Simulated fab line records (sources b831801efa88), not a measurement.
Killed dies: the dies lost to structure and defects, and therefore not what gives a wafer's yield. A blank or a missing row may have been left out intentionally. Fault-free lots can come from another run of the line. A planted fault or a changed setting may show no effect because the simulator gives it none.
Which tool did it? ; flow sky130 ; 11 lots, 33 wafers sampled, at 3 steps of a route of 708

== WHAT THE GAUGES READ, wafer by wafer ==
SKY_LI_CONTACT_THK_MEAS_01.
lot;measured;on;LI_CONTACT_HDPCVD_THK (nm)
L956;day 27 23:38;film_metro-03;939 939 934
L957;day 28 18:05;film_metro-03;953 944 923
L958;day 29 01:44;film_metro-03;953 943 924
L959;day 29 03:20;film_metro-03;932 932 918
L964;day 30 11:48;film_metro-02;927 771 934
L967;day 31 13:32;film_metro-04;759 776 924
L968;day 31 17:29;film_metro-03;939 954 936
L971;day 32 16:54;film_metro-03;930 931 932
L972;day 33 10:37;film_metro-04;930 922 928
L973;day 33 13:49;film_metro-03;943 926 951
L976;day 34 11:53;film_metro-03;950 925 928

== WHAT TOOL EACH LOT RAN ON (gives the tool, then ch and the chambers of the sampled wafers, and finally the start) ==
lot;SKY_POLY_CUT_ETCH_10;SKY_LI_CONTACT_HDPCVD_00
L956;rie_diel-04 ch 1,2,3, day 24 07:36;hdpcvd-01 ch 0,1, day 27 23:32
L957;rie_diel-02 ch 1,2,3, day 25 01:30;hdpcvd-01 ch 1,2, day 28 17:57
L958;rie_diel-01 ch 0,1,2, day 25 10:08;hdpcvd-01 ch 1,2, day 29 01:37
L959;rie_diel-04 ch 0,1,3, day 25 11:42;hdpcvd-01 ch 0,1, day 29 03:13
L964;rie_diel-04 ch 1,3, day 27 00:09;hdpcvd-02 ch 1,2, day 30 11:41
L967;rie_diel-01 ch 1,3, day 28 00:27;hdpcvd-02 ch 1,2, day 31 13:25
L968;rie_diel-04 ch 1,2,3, day 28 05:05;hdpcvd-01 ch 0,1, day 31 17:23
L971;rie_diel-01 ch 0,3, day 29 04:57;hdpcvd-01 ch 0,2, day 32 16:47
L972;rie_diel-04 ch 0,3, day 29 23:30;hdpcvd-01 ch 0,1,2, day 33 10:29
L973;rie_diel-02 ch 2,3, day 30 04:11;hdpcvd-01 ch 1,2, day 33 13:41
L976;rie_diel-04 ch 0,2,3, day 31 01:32;hdpcvd-01 ch 0,1, day 34 11:47
- SKY_POLY_CUT_ETCH_10: etches BARC in N2/H2, stops on SiO2, time 45.9 s, target depth 60 nm.
- SKY_LI_CONTACT_HDPCVD_00: deposits PSG, target thk 930 nm, time 155 s.

== THE ANSWER, worked out from the rows above alone ==
Rule: the usual values come from the lots themselves. Put in order of their means at a reading, lots are off if they are a third of the lots or fewer, leave a main group of 4 or more, and stand apart from it by a gap of 3 or more times the standard deviation of the main group's means; of several such gaps the widest counts. Not used: any main group whose means are identical at the precision the tables above print for the reading. A lot without any number at a reading at which 4 lots or more have one is off too. Where the step has rows for the other lots, those lots are counted as sound.
Off: L964, L967, seen at SKY_LI_CONTACT_THK_MEAS_01 (LI_CONTACT_HDPCVD_THK). The main group: mean 936 nm, standard deviation 5.6.
A tool fits if, at a process step before that reading, it ran every lot that is off, and no sound lot after the first of them. The gauges at SKY_LI_CONTACT_THK_MEAS_01 are tried like those tools. One fits: hdpcvd-02 at SKY_LI_CONTACT_HDPCVD_00. It ran no sound lot before its first lot that is off in this sample, so the start can't be narrowed down.

== WHAT WAS PUT IN BY THE SIMULATOR ==
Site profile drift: hdpcvd-02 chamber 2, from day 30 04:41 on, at SKY_LI_CONTACT_HDPCVD_00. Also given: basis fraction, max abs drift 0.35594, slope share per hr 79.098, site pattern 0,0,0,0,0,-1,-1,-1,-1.
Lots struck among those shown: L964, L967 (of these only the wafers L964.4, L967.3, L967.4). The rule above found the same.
